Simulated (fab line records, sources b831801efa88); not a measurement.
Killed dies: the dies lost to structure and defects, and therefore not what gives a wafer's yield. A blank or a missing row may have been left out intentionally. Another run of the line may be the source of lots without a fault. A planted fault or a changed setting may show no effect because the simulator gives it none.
fab line records / flow sky130
record: lots: 6 wafers: 18 last_day: 50
route steps=708 shown POLY_GATE@234 LDD_N@237 PAD_OPEN@708
lots that met no fault: taken from a fault-free run of the same line
start_h: the number of hours between the record's first day and the start of the first shown wafer of the lot / wait_h: hours since the lot's step before / " unchanged from the row above / L1.1+2: a single row standing in for several wafers / - no value, or no start given / * or withheld: withheld / < > ~ a bound
route shown NAME@n: a module of which the file shows steps, and the number in the route of the first / usual: mean/standard deviation taken from wafers without a fault / same: alike in all rows / chamber/n: place in a boat / sites: each site's reading / _std_site: the values' standard deviation / _edge_site: mean of outer sites minus mean of inner sites / radius_mm: how far each site lies from the wafer's centre / mask NAME#n: copy n / behind: the tool/chamber that last shaped the wafer / hold: the reason the lot was held/the length of the hold in hours/how it ended / device: names the non-switching transistor (n, p or np) / end of line: tests of these same wafers at the route's end / a step given without rows: its recipe and nothing more / killed: at the first sort, the dies lost to defects and structure; wafer yield is something else / map: dies across one wafer; x = killed, . = not, _ = none there
set.NAME: the setting the step ran with; set.NAME@STEP: the setting that earlier step ran with / model.NAME: the simulator's own value behind a step, which no gauge read
lots seen at some steps along the route; tables by step, rows by wafer
services: a tool's chamber out of use, with start hour (start_h, from the record's first day; less than 0 if before it), hours out, and reason
== steps ==
step: SKY_POLY_GATE_OXIDATION_20
recipe: temp_c: 850 ambient: O2 stabilise_s: 600 purge_s: 300 target_thk_a: 40 ox_time_s: 899
step: SKY_POLY_GATE_THK_MEAS_21
recipe: reads: SiO2_of_POLY_GATE_OXIDATION_20
usual: POLY_GATE_OXIDATION_THK: 4.00/0.072
lot.wafer=L206.1 tool=film_metro-04 chamber=- start_h=424.25 wait_h=0.0 POLY_GATE_OXIDATION_THK[nm]=4.06
lot.wafer=L206.2 tool=film_metro-04 chamber=- start_h=424.25 wait_h=0.0 POLY_GATE_OXIDATION_THK[nm]=3.99
lot.wafer=L206.4 tool=film_metro-04 chamber=- start_h=424.25 wait_h=0.0 POLY_GATE_OXIDATION_THK[nm]=3.96
lot.wafer=L204.2 tool=film_metro-03 chamber=- start_h=424.26 wait_h=0.0 POLY_GATE_OXIDATION_THK[nm]=3.99
lot.wafer=L204.4 tool=film_metro-03 chamber=- start_h=424.26 wait_h=0.0 POLY_GATE_OXIDATION_THK[nm]=3.98
lot.wafer=L204.5 tool=film_metro-03 chamber=- start_h=424.26 wait_h=0.0 POLY_GATE_OXIDATION_THK[nm]=4.01
lot.wafer=L213.1 tool=film_metro-02 chamber=- start_h=504.23 wait_h=0.0 POLY_GATE_OXIDATION_THK[nm]=4.01
lot.wafer=L213.3 tool=film_metro-02 chamber=- start_h=504.23 wait_h=0.0 POLY_GATE_OXIDATION_THK[nm]=3.94
lot.wafer=L213.5 tool=film_metro-02 chamber=- start_h=504.23 wait_h=0.0 POLY_GATE_OXIDATION_THK[nm]=3.92
lot.wafer=L216.1 tool=film_metro-04 chamber=- start_h=520.17 wait_h=0.0 POLY_GATE_OXIDATION_THK[nm]=3.95
lot.wafer=L216.2 tool=film_metro-04 chamber=- start_h=520.17 wait_h=0.0 POLY_GATE_OXIDATION_THK[nm]=4.06
lot.wafer=L216.3 tool=film_metro-04 chamber=- start_h=520.17 wait_h=0.0 POLY_GATE_OXIDATION_THK[nm]=3.98
lot.wafer=L221.2 tool=film_metro-02 chamber=- start_h=556.27 wait_h=0.0 POLY_GATE_OXIDATION_THK[nm]=4.01
lot.wafer=L221.3 tool=film_metro-02 chamber=- start_h=556.27 wait_h=0.0 POLY_GATE_OXIDATION_THK[nm]=3.97
lot.wafer=L221.4 tool=film_metro-02 chamber=- start_h=556.27 wait_h=0.0 POLY_GATE_OXIDATION_THK[nm]=4.00
lot.wafer=L223.2 tool=film_metro-03 chamber=- start_h=572.89 wait_h=0.0 POLY_GATE_OXIDATION_THK[nm]=3.97
lot.wafer=L223.3 tool=film_metro-03 chamber=- start_h=572.89 wait_h=0.0 POLY_GATE_OXIDATION_THK[nm]=4.00
lot.wafer=L223.4 tool=film_metro-03 chamber=- start_h=572.89 wait_h=0.0 POLY_GATE_OXIDATION_THK[nm]=3.92
step: SKY_POLY_GATE_CD_MEAS_22
usual: cd_nm: 150.2/2.1
lot.wafer=L204.2 tool=cd_sem-02 chamber=- start_h=424.34 wait_h=0.1 cd_nm=150.8
lot.wafer=L204.4 tool=cd_sem-02 chamber=- start_h=424.34 wait_h=0.1 cd_nm=151.8
lot.wafer=L204.5 tool=cd_sem-02 chamber=- start_h=424.34 wait_h=0.1 cd_nm=152.0
lot.wafer=L206.1 tool=cd_sem-01 chamber=- start_h=424.41 wait_h=0.1 cd_nm=152.4
lot.wafer=L206.2 tool=cd_sem-01 chamber=- start_h=424.41 wait_h=0.1 cd_nm=150.1
lot.wafer=L206.4 tool=cd_sem-01 chamber=- start_h=424.41 wait_h=0.1 cd_nm=153.3
lot.wafer=L213.1 tool=cd_sem-01 chamber=- start_h=504.29 wait_h=0.1 cd_nm=153.1
lot.wafer=L213.3 tool=cd_sem-01 chamber=- start_h=504.29 wait_h=0.1 cd_nm=151.7
lot.wafer=L213.5 tool=cd_sem-01 chamber=- start_h=504.29 wait_h=0.1 cd_nm=150.8
lot.wafer=L216.1 tool=cd_sem-01 chamber=- start_h=520.23 wait_h=0.1 cd_nm=152.9
lot.wafer=L216.2 tool=cd_sem-01 chamber=- start_h=520.23 wait_h=0.1 cd_nm=153.6
lot.wafer=L216.3 tool=cd_sem-01 chamber=- start_h=520.23 wait_h=0.1 cd_nm=148.7
lot.wafer=L221.2 tool=cd_sem-02 chamber=- start_h=556.35 wait_h=0.1 cd_nm=145.9
lot.wafer=L221.3 tool=cd_sem-02 chamber=- start_h=556.35 wait_h=0.1 cd_nm=147.7
lot.wafer=L221.4 tool=cd_sem-02 chamber=- start_h=556.35 wait_h=0.1 cd_nm=149.1
lot.wafer=L223.2 tool=cd_sem-02 chamber=- start_h=572.97 wait_h=0.1 cd_nm=151.5
lot.wafer=L223.3 tool=cd_sem-02 chamber=- start_h=572.97 wait_h=0.1 cd_nm=149.5
lot.wafer=L223.4 tool=cd_sem-02 chamber=- start_h=572.97 wait_h=0.1 cd_nm=150.0
step: SKY_LDD_N_DEHYDRATE_00
recipe: temp_c: 200 time_s: 60
step: SKY_LDD_N_HMDS_01
recipe: prime_time_s: 60 prime_temp_c: 120
step: SKY_LDD_N_COAT_02
recipe: resist: NOVOLAK spin_rpm: 3000 resist_thk_nm: 300
step: SKY_LDD_N_SOFTBAKE_03
recipe: temp_c: 90 time_s: 60 resist: NOVOLAK
step: SKY_LDD_N_EXPOSE_04
recipe: mask_id: NTM target_cd_nm: 840 na: 0.6 source_shape: conventional sigma_outer: 0.6 dose_mj: 110
step: SKY_LDD_N_PEB_05
recipe: temp_c: withheld time_s: * resist: NOVOLAK
step: SKY_LDD_N_DEVELOP_06
recipe: develop_time_s: 60 dev_temp_c: 23
step: SKY_LDD_N_OVL_MEAS_07
usual: LDD_N_OVL: -0.9/1.3
lot.wafer=L204.2 tool=overlay-02 chamber=- start_h=455.02 wait_h=0.1 LDD_N_OVL[nm]=-1.7
lot.wafer=L204.4 tool=overlay-02 chamber=- start_h=455.02 wait_h=0.1 LDD_N_OVL[nm]=-2.4
lot.wafer=L204.5 tool=overlay-02 chamber=- start_h=455.02 wait_h=0.1 LDD_N_OVL[nm]=-1.0
lot.wafer=L206.1 tool=overlay-01 chamber=- start_h=455.32 wait_h=0.1 LDD_N_OVL[nm]=-1.3
lot.wafer=L206.2 tool=overlay-01 chamber=- start_h=455.32 wait_h=0.1 LDD_N_OVL[nm]=-1.9
lot.wafer=L206.4 tool=overlay-01 chamber=- start_h=455.32 wait_h=0.1 LDD_N_OVL[nm]=-1.9
lot.wafer=L213.1 tool=overlay-02 chamber=- start_h=534.57 wait_h=0.1 LDD_N_OVL[nm]=0.6
lot.wafer=L213.3 tool=overlay-02 chamber=- start_h=534.57 wait_h=0.1 LDD_N_OVL[nm]=-1.7
lot.wafer=L213.5 tool=overlay-02 chamber=- start_h=534.57 wait_h=0.1 LDD_N_OVL[nm]=-1.5
lot.wafer=L216.1 tool=overlay-01 chamber=- start_h=549.67 wait_h=0.1 LDD_N_OVL[nm]=-1.6
lot.wafer=L216.2 tool=overlay-01 chamber=- start_h=549.67 wait_h=0.1 LDD_N_OVL[nm]=-0.5
lot.wafer=L216.3 tool=overlay-01 chamber=- start_h=549.67 wait_h=0.1 LDD_N_OVL[nm]=-1.0
lot.wafer=L221.2 tool=overlay-01 chamber=- start_h=586.14 wait_h=0.1 LDD_N_OVL[nm]=-0.3
lot.wafer=L221.3 tool=overlay-01 chamber=- start_h=586.14 wait_h=0.1 LDD_N_OVL[nm]=-1.2
lot.wafer=L221.4 tool=overlay-01 chamber=- start_h=586.14 wait_h=0.1 LDD_N_OVL[nm]=-0.8
lot.wafer=L223.2 tool=overlay-02 chamber=- start_h=602.64 wait_h=0.1 LDD_N_OVL[nm]=-0.8
lot.wafer=L223.3 tool=overlay-02 chamber=- start_h=602.64 wait_h=0.1 LDD_N_OVL[nm]=0.4
lot.wafer=L223.4 tool=overlay-02 chamber=- start_h=602.64 wait_h=0.1 LDD_N_OVL[nm]=0.6
step: SKY_LDD_N_IMPLANT_08
recipe: species: As energy_kev: 20 dose_cm2: 7.5e+13 tilt_deg: withheld rotation_deg: 23
step: SKY_LDD_N_IMPLANT_09
recipe: species: As energy_kev: 20 dose_cm2: 7.5e+13 tilt_deg: withheld rotation_deg: 113
usual: beam_energy_keV: 19.999/0.0072 beam_on_s: 10.10/0.26 dose_ions_cm2: 7.5e+13/8.4e+10 faraday_current_uA: 419/11
lot.wafer=L204.2 tool=implanter-03 chamber=0 start_h=455.23 wait_h=0.1 beam_energy_keV=20.007 beam_on_s=9.96 dose_ions_cm2=7.508e+13 faraday_current_uA=423
lot.wafer=L204.4 tool=implanter-03 chamber=0 start_h=455.23 wait_h=0.1 beam_energy_keV=20.012 beam_on_s=9.97 dose_ions_cm2=7.51e+13 faraday_current_uA=424
lot.wafer=L204.5 tool=implanter-03 chamber=0 start_h=455.23 wait_h=0.1 beam_energy_keV=20.015 beam_on_s=9.86 dose_ions_cm2=7.505e+13 faraday_current_uA=430
lot.wafer=L206.1 tool=implanter-01 chamber=0 start_h=455.50 wait_h=0.1 beam_energy_keV=19.994 beam_on_s=9.94 dose_ions_cm2=7.52e+13 faraday_current_uA=426
lot.wafer=L206.2 tool=implanter-01 chamber=0 start_h=455.50 wait_h=0.1 beam_energy_keV=19.997 beam_on_s=9.66 dose_ions_cm2=7.521e+13 faraday_current_uA=441
lot.wafer=L206.4 tool=implanter-01 chamber=0 start_h=455.50 wait_h=0.1 beam_energy_keV=19.989 beam_on_s=9.92 dose_ions_cm2=7.498e+13 faraday_current_uA=425
lot.wafer=L213.1 tool=implanter-03 chamber=0 start_h=535.22 wait_h=0.1 beam_energy_keV=19.999 beam_on_s=13.17 dose_ions_cm2=7.497e+13 faraday_current_uA=322
lot.wafer=L213.3 tool=implanter-03 chamber=0 start_h=535.22 wait_h=0.1 beam_energy_keV=19.997 beam_on_s=12.75 dose_ions_cm2=7.497e+13 faraday_current_uA=332
lot.wafer=L213.5 tool=implanter-03 chamber=0 start_h=535.22 wait_h=0.1 beam_energy_keV=20.000 beam_on_s=12.83 dose_ions_cm2=7.498e+13 faraday_current_uA=328
lot.wafer=L216.1 tool=implanter-03 chamber=0 start_h=549.85 wait_h=0.1 beam_energy_keV=19.999 beam_on_s=12.56 dose_ions_cm2=7.503e+13 faraday_current_uA=337
lot.wafer=L216.2 tool=implanter-03 chamber=0 start_h=549.85 wait_h=0.1 beam_energy_keV=19.990 beam_on_s=12.94 dose_ions_cm2=7.501e+13 faraday_current_uA=325
lot.wafer=L216.3 tool=implanter-03 chamber=0 start_h=549.85 wait_h=0.1 beam_energy_keV=20.001 beam_on_s=12.98 dose_ions_cm2=7.513e+13 faraday_current_uA=325
lot.wafer=L221.2 tool=implanter-01 chamber=0 start_h=586.35 wait_h=0.1 beam_energy_keV=19.992 beam_on_s=9.88 dose_ions_cm2=7.516e+13 faraday_current_uA=429
lot.wafer=L221.3 tool=implanter-01 chamber=0 start_h=586.35 wait_h=0.1 beam_energy_keV=19.985 beam_on_s=10.07 dose_ions_cm2=7.517e+13 faraday_current_uA=420
lot.wafer=L221.4 tool=implanter-01 chamber=0 start_h=586.35 wait_h=0.1 beam_energy_keV=19.986 beam_on_s=10.02 dose_ions_cm2=7.511e+13 faraday_current_uA=422
lot.wafer=L223.2 tool=implanter-03 chamber=0 start_h=602.85 wait_h=0.1 beam_energy_keV=20.007 beam_on_s=9.97 dose_ions_cm2=7.499e+13 faraday_current_uA=424
lot.wafer=L223.3 tool=implanter-03 chamber=0 start_h=602.85 wait_h=0.1 beam_energy_keV=19.994 beam_on_s=10.10 dose_ions_cm2=7.494e+13 faraday_current_uA=419
lot.wafer=L223.4 tool=implanter-03 chamber=0 start_h=602.85 wait_h=0.1 beam_energy_keV=19.999 beam_on_s=10.11 dose_ions_cm2=7.495e+13 faraday_current_uA=418
step: SKY_LDD_N_IMPLANT_10
recipe: species: As energy_kev: 20 dose_cm2: 7.5e+13 tilt_deg: withheld rotation_deg: 203
step: SKY_LDD_N_IMPLANT_11
recipe: species: As energy_kev: 20 dose_cm2: 7.5e+13 tilt_deg: withheld rotation_deg: 293
step: SKY_LDD_N_IMPLANT_12
recipe: species: BF2 energy_kev: 50 dose_cm2: 5e+12 tilt_deg: 30 rotation_deg: 0
step: SKY_LDD_N_IMPLANT_13
recipe: species: BF2 energy_kev: 50 dose_cm2: 5e+12 tilt_deg: 30 rotation_deg: 90
step: SKY_LDD_N_IMPLANT_14
recipe: species: BF2 energy_kev: 50 dose_cm2: 5e+12 tilt_deg: 30 rotation_deg: 180
step: SKY_LDD_N_IMPLANT_15
recipe: species: BF2 energy_kev: 50 dose_cm2: 5e+12 tilt_deg: 30 rotation_deg: 270
step: SKY_LDD_N_STRIP_16
recipe: chemistry: O2/N2 power_w: 1400 pressure_mtorr: 1500 platen_temp_c: withheld o2_flow_sccm: 3000 n2_flow_sccm: 300 overash_fraction: 0.5
usual: chamber_pressure_mTorr: 1499.9/1.4 drypump_motor_current_A: 5.52/0.24 oes_product_au: 0.407/0.004 strip_time_to_endpoint_s: 4.314/0.016
same: overash_fraction: 0.5
lot.wafer=L204.2 tool=plasma_asher-03 chamber=0 start_h=456.25 wait_h=0.1 chamber_pressure_mTorr=1500.2 drypump_motor_current_A=5.40 oes_product_au=0.404 rf_hours_counter_h=2 strip_time_to_endpoint_s=4.284
lot.wafer=L204.4 tool=plasma_asher-03 chamber=0 start_h=456.25 wait_h=0.1 chamber_pressure_mTorr=1500.2 drypump_motor_current_A=5.36 oes_product_au=0.406 rf_hours_counter_h=- strip_time_to_endpoint_s=4.295
lot.wafer=L204.5 tool=plasma_asher-03 chamber=1 start_h=456.25 wait_h=0.1 chamber_pressure_mTorr=1499.2 drypump_motor_current_A=5.43 oes_product_au=0.408 rf_hours_counter_h=- strip_time_to_endpoint_s=4.303
lot.wafer=L206.1 tool=plasma_asher-04 chamber=0 start_h=456.55 wait_h=0.1 chamber_pressure_mTorr=1499.0 drypump_motor_current_A=5.56 oes_product_au=0.407 rf_hours_counter_h=80 strip_time_to_endpoint_s=4.341
lot.wafer=L206.2 tool=plasma_asher-04 chamber=1 start_h=456.55 wait_h=0.1 chamber_pressure_mTorr=1498.1 drypump_motor_current_A=5.68 oes_product_au=0.406 rf_hours_counter_h=80 strip_time_to_endpoint_s=4.354
lot.wafer=L206.4 tool=plasma_asher-04 chamber=0 start_h=456.55 wait_h=0.1 chamber_pressure_mTorr=1499.5 drypump_motor_current_A=5.55 oes_product_au=0.406 rf_hours_counter_h=- strip_time_to_endpoint_s=4.330
lot.wafer=L213.1 tool=plasma_asher-04 chamber=1 start_h=536.27 wait_h=0.1 chamber_pressure_mTorr=1500.4 drypump_motor_current_A=5.75 oes_product_au=0.401 rf_hours_counter_h=89 strip_time_to_endpoint_s=4.370
lot.wafer=L213.3 tool=plasma_asher-04 chamber=1 start_h=536.27 wait_h=0.1 chamber_pressure_mTorr=1501.0 drypump_motor_current_A=5.71 oes_product_au=0.403 rf_hours_counter_h=- strip_time_to_endpoint_s=4.376
lot.wafer=L213.5 tool=plasma_asher-04 chamber=0 start_h=536.27 wait_h=0.1 chamber_pressure_mTorr=1501.2 drypump_motor_current_A=5.56 oes_product_au=0.412 rf_hours_counter_h=- strip_time_to_endpoint_s=4.385
lot.wafer=L216.1 tool=plasma_asher-03 chamber=0 start_h=550.90 wait_h=0.1 chamber_pressure_mTorr=1498.5 drypump_motor_current_A=5.39 oes_product_au=0.405 rf_hours_counter_h=12 strip_time_to_endpoint_s=4.407
lot.wafer=L216.2 tool=plasma_asher-03 chamber=1 start_h=550.90 wait_h=0.1 chamber_pressure_mTorr=1499.5 drypump_motor_current_A=5.43 oes_product_au=0.404 rf_hours_counter_h=12 strip_time_to_endpoint_s=4.385
lot.wafer=L216.3 tool=plasma_asher-03 chamber=1 start_h=550.90 wait_h=0.1 chamber_pressure_mTorr=1501.2 drypump_motor_current_A=5.41 oes_product_au=0.406 rf_hours_counter_h=- strip_time_to_endpoint_s=4.373
lot.wafer=L221.2 tool=plasma_asher-04 chamber=1 start_h=587.37 wait_h=0.1 chamber_pressure_mTorr=1498.5 drypump_motor_current_A=5.74 oes_product_au=0.395 rf_hours_counter_h=94 strip_time_to_endpoint_s=4.286
lot.wafer=L221.3 tool=plasma_asher-04 chamber=1 start_h=587.37 wait_h=0.1 chamber_pressure_mTorr=1498.5 drypump_motor_current_A=5.74 oes_product_au=0.405 rf_hours_counter_h=- strip_time_to_endpoint_s=4.311
lot.wafer=L221.4 tool=plasma_asher-04 chamber=0 start_h=587.37 wait_h=0.1 chamber_pressure_mTorr=1497.6 drypump_motor_current_A=5.55 oes_product_au=0.404 rf_hours_counter_h=- strip_time_to_endpoint_s=4.297
lot.wafer=L223.2 tool=plasma_asher-03 chamber=0 start_h=603.87 wait_h=0.1 chamber_pressure_mTorr=1501.4 drypump_motor_current_A=5.41 oes_product_au=0.405 rf_hours_counter_h=18 strip_time_to_endpoint_s=4.317
lot.wafer=L223.3 tool=plasma_asher-03 chamber=1 start_h=603.87 wait_h=0.1 chamber_pressure_mTorr=1499.7 drypump_motor_current_A=5.43 oes_product_au=0.402 rf_hours_counter_h=- strip_time_to_endpoint_s=4.305
lot.wafer=L223.4 tool=plasma_asher-03 chamber=0 start_h=603.87 wait_h=0.1 chamber_pressure_mTorr=1499.8 drypump_motor_current_A=5.43 oes_product_au=0.409 rf_hours_counter_h=- strip_time_to_endpoint_s=4.283
step: SKY_LDD_N_TW_MEAS_17
usual: LDD_N_TW: 2581/18
lot.wafer=L204.2 tool=film_metro-01 chamber=- start_h=456.36 wait_h=0.1 LDD_N_TW=2563
lot.wafer=L204.4 tool=film_metro-01 chamber=- start_h=456.36 wait_h=0.1 LDD_N_TW=2562
lot.wafer=L204.5 tool=film_metro-01 chamber=- start_h=456.36 wait_h=0.1 LDD_N_TW=2567
lot.wafer=L206.1 tool=film_metro-03 chamber=- start_h=456.65 wait_h=0.1 LDD_N_TW=2604
lot.wafer=L206.2 tool=film_metro-03 chamber=- start_h=456.65 wait_h=0.1 LDD_N_TW=2618
lot.wafer=L206.4 tool=film_metro-03 chamber=- start_h=456.65 wait_h=0.1 LDD_N_TW=2611
lot.wafer=L213.1 tool=film_metro-01 chamber=- start_h=536.37 wait_h=0.1 LDD_N_TW=2585
lot.wafer=L213.3 tool=film_metro-01 chamber=- start_h=536.37 wait_h=0.1 LDD_N_TW=2600
lot.wafer=L213.5 tool=film_metro-01 chamber=- start_h=536.37 wait_h=0.1 LDD_N_TW=2601
lot.wafer=L216.1 tool=film_metro-04 chamber=- start_h=551.00 wait_h=0.1 LDD_N_TW=2595
lot.wafer=L216.2 tool=film_metro-04 chamber=- start_h=551.00 wait_h=0.1 LDD_N_TW=2598
lot.wafer=L216.3 tool=film_metro-04 chamber=- start_h=551.00 wait_h=0.1 LDD_N_TW=2618
lot.wafer=L221.2 tool=film_metro-04 chamber=- start_h=587.48 wait_h=0.1 LDD_N_TW=2584
lot.wafer=L221.3 tool=film_metro-04 chamber=- start_h=587.48 wait_h=0.1 LDD_N_TW=2585
lot.wafer=L221.4 tool=film_metro-04 chamber=- start_h=587.48 wait_h=0.1 LDD_N_TW=2574
lot.wafer=L223.2 tool=film_metro-01 chamber=- start_h=603.98 wait_h=0.1 LDD_N_TW=2557
lot.wafer=L223.3 tool=film_metro-01 chamber=- start_h=603.98 wait_h=0.1 LDD_N_TW=2565
lot.wafer=L223.4 tool=film_metro-01 chamber=- start_h=603.98 wait_h=0.1 LDD_N_TW=2564
step: SKY_PAD_OPEN_PROBE_99
usual: killed_at_M0_to_M3: 44/8.6 killed_at_M4_up: 3.4/1.9 killed_at_contacts: 23/5.7 killed_at_front_end: 15/4.5 killed_at_other: 0.4/0.62 killed_dies: 86/11 killed_open: 46/7.6 killed_short: 39/6.3
same: gross_dies: 492 killed_at_back_side: 0
lot.wafer=L204.2 tool=prober-01 chamber=- start_h=1117.03 wait_h=0.1 killed_at_M0_to_M3=54 killed_at_M4_up=4 killed_at_contacts=26 killed_at_front_end=14 killed_at_other=1 killed_dies=99 killed_open=58 killed_short=40 model.etest.tip_n.rs_ohm_sq=444
lot.wafer=L204.4 tool=prober-01 chamber=- start_h=1117.13 wait_h=0.2 killed_at_M0_to_M3=47 killed_at_M4_up=4 killed_at_contacts=17 killed_at_front_end=17 killed_at_other=1 killed_dies=86 killed_open=45 killed_short=41 model.etest.tip_n.rs_ohm_sq=440.9
lot.wafer=L204.5 tool=prober-01 chamber=- start_h=1117.18 wait_h=0.2 killed_at_M0_to_M3=45 killed_at_M4_up=3 killed_at_contacts=25 killed_at_front_end=8 killed_at_other=0 killed_dies=81 killed_open=38 killed_short=42 model.etest.tip_n.rs_ohm_sq=446.5
lot.wafer=L206.1 tool=prober-02 chamber=- start_h=1117.49 wait_h=0.1 killed_at_M0_to_M3=56 killed_at_M4_up=2 killed_at_contacts=22 killed_at_front_end=22 killed_at_other=2 killed_dies=104 killed_open=63 killed_short=40 model.etest.tip_n.rs_ohm_sq=439.3
lot.wafer=L206.2 tool=prober-02 chamber=- start_h=1117.54 wait_h=0.1 killed_at_M0_to_M3=46 killed_at_M4_up=4 killed_at_contacts=31 killed_at_front_end=19 killed_at_other=0 killed_dies=100 killed_open=54 killed_short=46 model.etest.tip_n.rs_ohm_sq=443.2
lot.wafer=L206.4 tool=prober-02 chamber=- start_h=1117.64 wait_h=0.2 killed_at_M0_to_M3=55 killed_at_M4_up=3 killed_at_contacts=26 killed_at_front_end=15 killed_at_other=0 killed_dies=99 killed_open=62 killed_short=37 model.etest.tip_n.rs_ohm_sq=443.6
lot.wafer=L213.1 tool=prober-02 chamber=- start_h=1174.29 wait_h=0.1 killed_at_M0_to_M3=43 killed_at_M4_up=2 killed_at_contacts=28 killed_at_front_end=11 killed_at_other=0 killed_dies=84 killed_open=48 killed_short=36 model.etest.tip_n.rs_ohm_sq=419.8
lot.wafer=L213.3 tool=prober-02 chamber=- start_h=1174.39 wait_h=0.2 killed_at_M0_to_M3=47 killed_at_M4_up=2 killed_at_contacts=42 killed_at_front_end=8 killed_at_other=0 killed_dies=99 killed_open=56 killed_short=43 model.etest.tip_n.rs_ohm_sq=417.2
lot.wafer=L213.5 tool=prober-02 chamber=- start_h=1174.49 wait_h=0.2 killed_at_M0_to_M3=35 killed_at_M4_up=3 killed_at_contacts=27 killed_at_front_end=14 killed_at_other=0 killed_dies=79 killed_open=42 killed_short=34 model.etest.tip_n.rs_ohm_sq=420
lot.wafer=L216.1 tool=prober-02 chamber=- start_h=1175.13 wait_h=0.1 killed_at_M0_to_M3=33 killed_at_M4_up=2 killed_at_contacts=24 killed_at_front_end=10 killed_at_other=1 killed_dies=70 killed_open=30 killed_short=38 model.etest.tip_n.rs_ohm_sq=426.8
lot.wafer=L216.2 tool=prober-02 chamber=- start_h=1175.18 wait_h=0.1 killed_at_M0_to_M3=40 killed_at_M4_up=11 killed_at_contacts=19 killed_at_front_end=13 killed_at_other=0 killed_dies=83 killed_open=48 killed_short=35 model.etest.tip_n.rs_ohm_sq=429.2
lot.wafer=L216.3 tool=prober-02 chamber=- start_h=1175.23 wait_h=0.2 killed_at_M0_to_M3=45 killed_at_M4_up=5 killed_at_contacts=21 killed_at_front_end=15 killed_at_other=1 killed_dies=87 killed_open=47 killed_short=38 model.etest.tip_n.rs_ohm_sq=428.6
killed by level:class
L204.2 VIA1:geometric_particle:open=17 CONTACT:geometric_particle:open=8 VIA2:geometric_particle:open=7 LOCAL_INTERCONNECT:geometric_particle:short=6 CONTACT:geometric_particle:short=5 VIA3:geometric_particle:open=5 VIA1:geometric_particle:short=5 METAL2:geometric_particle:short=5
L204.4 VIA1:geometric_particle:open=10 VIA3:geometric_particle:open=8 VIA1:geometric_particle:short=8 METAL1:geometric_particle:short=7 FIELD_ISO:geometric_particle:open=6 POLY_GATE:geometric_particle:open=5 METAL3:geometric_particle:short=5 CONTACT:geometric_particle:short=4
L204.5 VIA1:geometric_particle:open=9 LI_CONTACT:geometric_particle:open=7 METAL1:geometric_particle:short=6 METAL2:geometric_particle:short=6 VIA3:geometric_particle:open=6 LOCAL_INTERCONNECT:geometric_particle:short=5 CONTACT:geometric_particle:short=5 VIA2:geometric_particle:open=5
L206.1 VIA1:geometric_particle:open=11 VIA2:geometric_particle:open=10 CONTACT:geometric_particle:open=10 METAL1:geometric_particle:short=8 VIA3:geometric_particle:open=8 FIELD_ISO:geometric_particle:open=7 POLY_GATE:geometric_particle:short=6 LI_CONTACT:geometric_particle:open=6
L206.2 CONTACT:geometric_particle:open=13 LI_CONTACT:geometric_particle:open=10 VIA1:geometric_particle:short=9 VIA1:geometric_particle:open=8 METAL1:geometric_particle:short=7 FIELD_ISO:geometric_particle:open=6 METAL2:geometric_particle:short=6 VIA3:geometric_particle:open=6
L206.4 VIA1:geometric_particle:open=17 CONTACT:geometric_particle:open=12 VIA2:geometric_particle:open=9 LI_CONTACT:geometric_particle:open=7 VIA3:geometric_particle:open=6 METAL1:geometric_particle:short=6 FIELD_ISO:geometric_particle:short=5 CONTACT:geometric_particle:short=5
L213.1 VIA3:geometric_particle:open=13 VIA2:geometric_particle:open=10 CONTACT:geometric_particle:short=8 CONTACT:geometric_particle:open=7 LI_CONTACT:geometric_particle:open=6 METAL2:geometric_particle:short=4 LOCAL_INTERCONNECT:geometric_particle:short=4 VIA1:geometric_particle:open=4
L213.3 VIA1:geometric_particle:open=11 CONTACT:geometric_particle:open=10 VIA2:geometric_particle:open=10 LI_CONTACT:geometric_particle:short=9 VIA3:geometric_particle:open=8 CONTACT:geometric_particle:short=7 METAL2:geometric_particle:short=7 LOCAL_INTERCONNECT:geometric_particle:short=6
L213.5 CONTACT:geometric_particle:open=10 VIA3:geometric_particle:open=8 POLY_GATE:geometric_particle:short=5 LI_CONTACT:geometric_particle:short=5 LI_CONTACT:geometric_particle:open=5 VIA2:geometric_particle:open=5 VIA1:geometric_particle:open=5 POLY_GATE:geometric_particle:open=4
L216.1 LI_CONTACT:geometric_particle:open=8 CONTACT:geometric_particle:short=7 METAL1:geometric_particle:short=7 VIA3:geometric_particle:open=6 VIA2:geometric_particle:open=5 LOCAL_INTERCONNECT:geometric_particle:short=4 VIA1:geometric_particle:open=4 FIELD_ISO:geometric_particle:open=3
L216.2 METAL1:geometric_particle:short=9 VIA1:geometric_particle:open=9 CONTACT:geometric_particle:open=7 METAL4:geometric_particle:short=7 FIELD_ISO:geometric_particle:open=6 LI_CONTACT:geometric_particle:open=6 VIA2:geometric_particle:open=6 METAL2:geometric_particle:short=4
L216.3 VIA1:geometric_particle:open=8 METAL1:geometric_particle:short=7 METAL2:geometric_particle:short=7 FIELD_ISO:geometric_particle:open=6 LI_CONTACT:geometric_particle:open=6 VIA3:geometric_particle:open=6 VIA2:geometric_particle:open=6 CONTACT:geometric_particle:open=5
== services ==
tool=plasma_asher-04 chamber=- start_h=441.68 hours=1.2 kind=repair
tool=implanter-03 chamber=- start_h=481.24 hours=1.1 kind=repair
tool=implanter-01 chamber=- start_h=531.40 hours=4.6 kind=pm
tool=implanter-03 chamber=- start_h=566.77 hours=3.4 kind=pm
tool=plasma_asher-04 chamber=- start_h=573.52 hours=1.0 kind=repair
== key ==
first_sign: step: SKY_LDD_N_IMPLANT_09 reading: beam_on_s direction: up sigmas: 11 usual: 10.10 struck: 12.87
effect: step: SKY_LDD_N_IMPLANT_09 reading: faraday_current_uA direction: down sigmas: 8.4 usual: 419 struck: 328
effect: step: SKY_LDD_N_STRIP_16 reading: strip_time_to_endpoint_s direction: up sigmas: 4.2 usual: * struck: *
model_effect: step: SKY_PAD_OPEN_PROBE_99 value: etest.tip_n.rs_ohm_sq without: 442.5 struck: 423.6
met_at SKY_LDD_N_IMPLANT_09
struck_wafers L213.1,L213.3,L213.5,L216.1,L216.2,L216.3
tester_left_out L213,L216
onset_between 455.23 535.22
fault: kind: process_parameter_drift tool: implanter-03 chamber: - onset_h: 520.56 steps: SKY_LDD_N_IMPLANT_09 channel: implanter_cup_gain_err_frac offset: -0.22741 shape: step end_h: 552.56
tester_left_out: of these lots the tester's yield and bins aren't shown, on N5 and GAA mostly nor the transistor test; their killed dies are dies lost to structure and defects alone, not to doping, threshold or leakage, so they don't give the yield
